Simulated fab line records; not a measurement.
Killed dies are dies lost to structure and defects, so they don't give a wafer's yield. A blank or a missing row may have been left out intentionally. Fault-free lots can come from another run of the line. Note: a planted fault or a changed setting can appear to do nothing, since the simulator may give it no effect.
What tool caused it? ; flow gf180mcu ; 30 wafers from 10 lots sampled at 5 of the route's 602 steps

WHAT THE GAUGES SHOWED, per wafer
GF_V3_BOW_MEAS_05.
lot;measured;on;V3_BOW (um)
L500;day 21 19:50;film_metro-01;117 116 125
L503;day 23 16:11;film_metro-03;102 117 105
L506;day 24 06:56;film_metro-01;113 108 115
L507;day 25 03:11;film_metro-03;102 96 110
L509;day 25 12:38;film_metro-01;122 118 124
L510;day 26 02:39;film_metro-02;123 121 120
L511;day 26 05:32;film_metro-02;123 124 117
L516;day 27 06:19;film_metro-01;129 129 116
L519;day 27 23:16;film_metro-01;101 90 113
L521;day 28 15:49;film_metro-03;113 109 102

GF_V4_RS_MEAS_24: uses a four-point probe to measure.
lot;measured;on;V4_W_RS (ohm/sq)
L500;day 24 21:25;film_metro-02;0.328 0.329 0.328
L503;day 26 12:23;film_metro-02;0.331 0.328 0.331
L506;day 27 02:09;film_metro-02;0.328 0.329 0.327
L507;day 27 21:53;film_metro-02;0.325 0.327 0.326
L509;day 28 05:58;film_metro-02;0.331 0.329 0.335
L510;day 28 18:59;film_metro-03;0.332 0.330 0.330
L511;day 28 19:58;film_metro-04;0.330 0.326 0.334
L516;day 29 18:53;film_metro-04;0.326 0.327 0.415 0.326 0.327 0.416
L519;day 30 12:52;film_metro-04;0.331 0.332 0.331
L521;day 31 04:40;film_metro-04;0.336 0.335 0.336

GF_V4_THK_MEAS_25: measures by xrf.
lot;measured;on;V4_W_THK (nm)
L500;day 24 21:31;film_metro-02;351 353 354
L503;day 26 12:31;film_metro-02;347 352 348
L506;day 27 02:16;film_metro-02;347 349 349
L507;day 27 21:59;film_metro-02;351 349 348
L509;day 28 06:04;film_metro-02;351 352 344
L510;day 28 19:05;film_metro-03;352 352 352
L511;day 28 20:04;film_metro-04;347 353 344
L516;day 29 23:01;film_metro-04;355 355 279 356 356 279
L519;day 30 12:59;film_metro-04;346 344 345
L521;day 31 04:47;film_metro-04;339 342 340

WHICH TOOL RAN EACH LOT (tool, then ch and the chambers of the sampled wafers, then the start)
lot;GF_V4_ETCH_16;GF_V4_CVD_23
L500;rie_diel-04 ch 0,1,2, day 24 20:29;cvd_w-02 ch 0,1, day 24 21:18
L503;rie_diel-02 ch 0,2, day 26 11:31;cvd_w-02 ch 0,1, day 26 12:17
L506;rie_diel-02 ch 0,1,3, day 27 01:16;cvd_w-02 ch 0,1, day 27 02:02
L507;rie_diel-02 ch 0,1, day 27 20:56;cvd_w-02 ch 0, day 27 21:44
L509;rie_diel-03 ch 1,2,3, day 28 05:04;cvd_w-02 ch 0,1, day 28 05:50
L510;rie_diel-03 ch 0,2,3, day 28 18:03;cvd_w-01 ch 0,1, day 28 18:51
L511;rie_diel-02 ch 0,3, day 28 18:59;cvd_w-02 ch 0,1, day 28 19:50
L516;rie_diel-03 ch 1,3, day 29 17:59;cvd_w-02 ch 0,1, day 29 18:45
L519;rie_diel-03 ch 1,3, day 30 11:55;cvd_w-01 ch 0,1, day 30 12:43
L521;rie_diel-03 ch 0,3, day 31 03:41;cvd_w-01 ch 0,1, day 31 04:33
- GF_V4_ETCH_16: etches BARC in N2/H2.
- GF_V4_CVD_23: deposits W, target thk 350 nm, time 104.9 s.

AS READ BY THE TOOLS THEMSELVES (means over the sampled wafers that have a number; for cases with no such wafer, the mark the record gives instead)
GF_V4_ETCH_16.
lot;tool;chamber_pressure_mTorr (mTorr);drypump_motor_current_A (A);oes_product_au (a.u.);throttle_valve_pct (%)
L500;rie_diel-04;29.998;5.2;0.851;13.225
L503;rie_diel-02;30.015;6.2;0.852;13.218
L506;rie_diel-02;29.980;5.7;0.851;13.223
L507;rie_diel-02;29.982;5.9;0.857;13.229
L509;rie_diel-03;29.977;6.0;0.860;13.219
L510;rie_diel-03;30.001;5.9;0.858;13.224
L511;rie_diel-02;29.998;5.4;0.854;13.212
L516;rie_diel-03;30.010;5.9;0.854;13.231
L519;rie_diel-03;30.004;6.1;0.855;13.220
L521;rie_diel-03;30.005;5.8;0.848;13.208

GF_V4_CVD_23.
lot;tool;heater_power_w (W)
L500;cvd_w-02;906
L503;cvd_w-02;892
L506;cvd_w-02;895
L507;cvd_w-02;911
L509;cvd_w-02;905
L510;cvd_w-01;908
L511;cvd_w-02;908
L516;cvd_w-02;909
L519;cvd_w-01;896
L521;cvd_w-01;882

THE ANSWER, worked out from the rows above alone
Rule: the usual values come from the lots themselves. Put in order of their means at a reading, lots are off if they are a third of the lots or fewer, leave a main group of 4 or more, and stand apart from it by a gap of 3 or more times the standard deviation of the main group's means; of several such gaps the widest counts. If all means in a main group match to the digits the tables above print for the reading, that group is not used. A lot without any number at a reading at which 4 lots or more have one is off too. The other lots that the step has rows for count as sound. After the gauges, taken in route order, come the tools' own readings; for these a lot's mean is taken, as printed above. At the first step where some lot is off, the reading lying furthest off is the one used; lots without a number count as furthest.
Off: at GF_V4_RS_MEAS_24 (V4_W_RS), L516. Mean 0.330 ohm/sq and standard deviation 0.0026 in the main group.
A tool fits if, at a process step before that reading, it ran every lot that is off, and no sound lot after the first of them. Gauges at GF_V4_RS_MEAS_24: tried the same way as those tools. One candidate fits, namely cvd_w-02 at GF_V4_CVD_23. Its last sound lot is L511 (day 28 19:50), its first lot that is off L516 (day 29 18:45): a fault that began between those two fits.

WHAT WAS PUT IN BY THE SIMULATOR
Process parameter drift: cvd_w-02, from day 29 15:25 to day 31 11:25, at GF_V4_CVD_23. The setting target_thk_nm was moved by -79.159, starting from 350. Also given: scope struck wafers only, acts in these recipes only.
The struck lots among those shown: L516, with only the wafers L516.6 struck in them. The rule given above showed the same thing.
